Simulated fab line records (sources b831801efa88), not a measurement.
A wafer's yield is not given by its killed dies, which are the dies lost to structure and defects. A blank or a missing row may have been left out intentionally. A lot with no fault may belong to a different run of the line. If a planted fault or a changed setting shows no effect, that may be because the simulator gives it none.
One fault seen from 2 desks ; flow sky130 ; only its own numbers are on each desk; what lay behind them is given at the end

## THE METROLOGY DESK
What the gauges read for every lot (on any tool): the sampled wafers with a number, averaged. Any lot whose mean is over 4 standard deviations away from the usual mean is out of limits and marked OUT; that distance is given in the brackets.
Columns: A = cd nm at SKY_METAL3_CD_MEAS_13, usual 300.2 nm; B = METAL3_OVL at SKY_METAL3_OVL_MEAS_14, usual 3 nm
lot;first seen here;A;B
L370;day 38 20:40;301.5;-1
L376;day 40 10:49;302.1;1
L379;day 41 08:25;301.3;6
L380;day 41 16:25;298.0;0
L384;day 42 18:34;297.6;4
L391;day 44 14:49;301.4;1
Finding of this desk: none of the 6 lots has anything out of limits.

## FOR THE TOOL OWNER'S DESK: plasma asher-02
The tool's own readings at SKY_METAL3_STRIP_19 (strips in O2/N2): means of the sampled wafers that have a number, for each lot that ran on this tool. Any lot whose mean is over 4 standard deviations away from the usual mean is out of limits and marked OUT; that distance is given in the brackets.
Columns: A = chamber pressure mTorr at SKY_METAL3_STRIP_19, usual 1500 mTorr; B = drypump motor current A at SKY_METAL3_STRIP_19, usual 5.53 A; C = o2 flow sccm at SKY_METAL3_STRIP_19, usual 3000 sccm; D = oes product au at SKY_METAL3_STRIP_19, usual 0.503 a.u.; E = strip time to endpoint s at SKY_METAL3_STRIP_19, usual 6.54 s
lot;first seen here;A;B;C;D;E
L376;day 40 11:18;1501;5.62;2995;0.505;6.61
L384;day 42 19:11;1500;5.62;3000;0.503;6.54
Finding of this desk: none of the 2 lots has anything out of limits.

## BROUGHT TOGETHER
The metrology desk saw nothing out of limits.
The tool owner's desk saw nothing out of limits.

## WHAT THE SIMULATOR HAD PUT IN
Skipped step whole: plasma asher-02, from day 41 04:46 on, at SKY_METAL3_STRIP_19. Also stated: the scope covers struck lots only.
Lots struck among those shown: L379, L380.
